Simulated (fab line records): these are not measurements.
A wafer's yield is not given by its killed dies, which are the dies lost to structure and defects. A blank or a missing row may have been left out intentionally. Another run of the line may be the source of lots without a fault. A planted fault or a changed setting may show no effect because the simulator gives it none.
Which tool is to blame? | flow gf180mcu | 45 wafers from 15 lots sampled at 4 of the route's 602 steps

WHAT THE GAUGES SHOWED, per wafer
GF_DUAL_GATE_OVL_MEAS_11.
lot  | measured     | on         | DUAL_GATE_OVL (nm)
L162 | day 8 04:19  | overlay-01 | -2.6 -3.0 -2.2
L163 | day 8 12:45  | overlay-01 | -2.5 -1.0 -2.6
L164 | day 8 19:23  | overlay-01 | -4.3 -4.4 -3.7
L165 | day 9 04:57  | overlay-02 | 0.1 1.1 -0.1
L167 | day 9 19:08  | overlay-02 | -0.1 0.6 0.1
L168 | day 10 01:38 | overlay-02 | 1.0 0.6 -0.1
L171 | day 10 21:11 | overlay-01 | -0.8 -1.5 -1.3
L172 | day 11 13:53 | overlay-02 | 0.6 -2.4 -2.3
L174 | day 12 00:27 | overlay-02 | 0.7 -1.3 -0.3
L175 | day 12 06:53 | overlay-02 | 0.4 0.7 -0.4
L176 | day 12 13:35 | overlay-02 | -0.2 -0.2 -0.2
L177 | day 12 23:05 | overlay-01 | -3.8 -3.1 -1.7
L178 | day 13 02:11 | overlay-02 | 2.4 0.3 3.1
L182 | day 14 08:44 | overlay-02 | -2.9 -1.0 -4.3
L185 | day 15 01:22 | overlay-02 | -3.1 -2.2 -1.9

GF_POLY_GATE_OVL_MEAS_11.
lot  | measured     | on         | POLY_GATE_OVL (nm)
L162 | day 9 00:25  | overlay-02 | 6 7 9
L163 | day 9 09:25  | overlay-01 | 1 0 -2
L164 | day 9 17:40  | overlay-01 | 13 10 7
L165 | day 10 01:30 | overlay-02 | 4 7 3
L167 | day 10 17:13 | overlay-02 | 12 8 11
L168 | day 11 00:32 | overlay-02 | 10 10 3
L171 | day 11 18:28 | overlay-01 | 0 -3 -3
L172 | day 12 12:07 | overlay-02 | 8 6 11
L174 | day 12 23:37 | overlay-02 | -2 0 4
L175 | day 13 07:37 | overlay-01 | 2 -3 -5
L176 | day 13 14:23 | overlay-02 | 2 1 0
L177 | day 14 01:08 | overlay-02 | 7 10 13
L178 | day 14 02:26 | overlay-01 | 5 5 3
L182 | day 15 11:08 | overlay-02 | 7 6 15
L185 | day 16 02:29 | overlay-01 | 7 3 7

GF_HV_LDD_RS_MEAS_53: measurement is done with a four-point probe.
lot  | measured     | on           | HV_LDD_RS (ohm/sq)
L162 | day 12 03:57 | filmMetro-04 | 418.5 419.4 420.4
L163 | day 12 13:55 | filmMetro-04 | 419.9 421.3 419.0
L164 | day 12 22:07 | filmMetro-03 | 420.2 418.7 419.1
L165 | day 13 07:23 | filmMetro-01 | 418.2 417.6 418.7
L167 | day 14 01:17 | filmMetro-04 | 419.4 418.0 417.2
L168 | day 14 09:37 | filmMetro-04 | 419.2 418.6 417.7
L171 | day 15 05:25 | filmMetro-04 | 418.4 418.6 418.7
L172 | day 16 01:57 | filmMetro-01 | 417.9 418.1 417.4
L174 | day 16 16:37 | filmMetro-03 | 418.7 418.3 418.5
L175 | day 17 00:28 | filmMetro-03 | - - -
L176 | day 17 07:37 | filmMetro-04 | - - -
L177 | day 17 21:01 | filmMetro-03 | - - -
L178 | day 17 23:46 | filmMetro-04 | 419.4 419.2 419.0
L182 | day 19 09:39 | filmMetro-01 | 418.6 418.1 418.1
L185 | day 20 03:35 | filmMetro-01 | 417.8 417.9 419.2

WHICH TOOL RAN EACH LOT (tool, then ch and the chambers of the sampled wafers, then the start)
lot  | GF_HV_LDD_RTA_52
L162 | rtpAnneal-02 ch 0, day 12 03:53
L163 | rtpAnneal-01 ch 0, day 12 13:49
L164 | rtpAnneal-02 ch 0, day 12 22:02
L165 | rtpAnneal-01 ch 0, day 13 07:17
L167 | rtpAnneal-01 ch 0, day 14 01:13
L168 | rtpAnneal-01 ch 0, day 14 09:33
L171 | rtpAnneal-01 ch 0, day 15 05:21
L172 | rtpAnneal-02 ch 0, day 16 01:53
L174 | rtpAnneal-01 ch 0, day 16 16:31
L175 | rtpAnneal-02, day 17 00:23
L176 | rtpAnneal-02, day 17 07:33
L177 | rtpAnneal-02, day 17 20:57
L178 | rtpAnneal-02 ch 0, day 17 23:42
L182 | rtpAnneal-01 ch 0, day 19 09:35
L185 | rtpAnneal-01 ch 0, day 20 03:31
- GF_HV_LDD_RTA_52: time 10 s.

AS READ BY THE TOOLS THEMSELVES (means over the sampled wafers that have a number; for cases with no such wafer, the mark the record gives instead)
GF_HV_LDD_RTA_52.
lot  | tool         | annealTempCMax | chamberO2Ppm | lampPowerPct (%) | wafer_temp_C_max
L162 | rtpAnneal-02 | 1003.6         | 1.996        | 29.5             | 1003.1
L163 | rtpAnneal-01 | 1003.8         | 2.001        | 33.0             | 1006.0
L164 | rtpAnneal-02 | 1003.5         | 1.972        | 29.5             | 1003.1
L165 | rtpAnneal-01 | 1003.9         | 2.009        | 33.1             | 1006.6
L167 | rtpAnneal-01 | 1003.3         | 2.010        | 33.0             | 1006.9
L168 | rtpAnneal-01 | 1003.9         | 1.999        | 33.0             | 1007.1
L171 | rtpAnneal-01 | 1003.7         | 2.005        | 33.0             | 1004.9
L172 | rtpAnneal-02 | 1003.7         | 2.008        | 29.5             | 1002.6
L174 | rtpAnneal-01 | 1003.5         | 1.957        | 33.0             | 1007.0
L175 | rtpAnneal-02 | -              | -            | -                | -
L176 | rtpAnneal-02 | -              | -            | -                | -
L177 | rtpAnneal-02 | -              | -            | -                | -
L178 | rtpAnneal-02 | 1003.7         | 2.014        | 29.5             | 1002.9
L182 | rtpAnneal-01 | 1003.8         | 2.036        | 33.0             | 1006.6
L185 | rtpAnneal-01 | 1004.4         | 1.984        | 33.1             | 1007.4

THE ANSWER, worked out from the rows above alone
Rule: what is usual is taken from the lots themselves. The widest of any qualifying gaps counts: lots, ordered by their means at a reading, are off when they make up no more than a third of the lots, leave a main group of 4 or more, and stand apart from it by 3 or more times the standard deviation of that group's means. A main group is skipped when, at the precision printed for the reading in the tables above, its means are all equal. A lot without any number at a reading at which 4 lots or more have one is off too. Where the step has rows for the other lots, those lots are counted as sound. The gauges are gone through in route order, then the tools' own readings, and for those a lot's mean is taken as printed above. The first step at which some lot is off is used, and at that step the reading that is off furthest; a lot without a number counts as furthest.
Off: L175, L176, L177, seen at GF_HV_LDD_RS_MEAS_53 (HV_LDD_RS). Without a number there: L175, L176, L177. The main group: mean 418.7 ohm/sq, standard deviation 0.64.
A tool fits if, at a process step before that reading, it ran every lot that is off, and no sound lot after the first of them. Not tried: the gauges at GF_HV_LDD_RS_MEAS_53; whatever is off there is also off at GF_HV_LDD_RTA_52, on other tools, and gauge error can't account for it. None of those tried fits.

WHAT THE SIMULATOR HAD PUT IN
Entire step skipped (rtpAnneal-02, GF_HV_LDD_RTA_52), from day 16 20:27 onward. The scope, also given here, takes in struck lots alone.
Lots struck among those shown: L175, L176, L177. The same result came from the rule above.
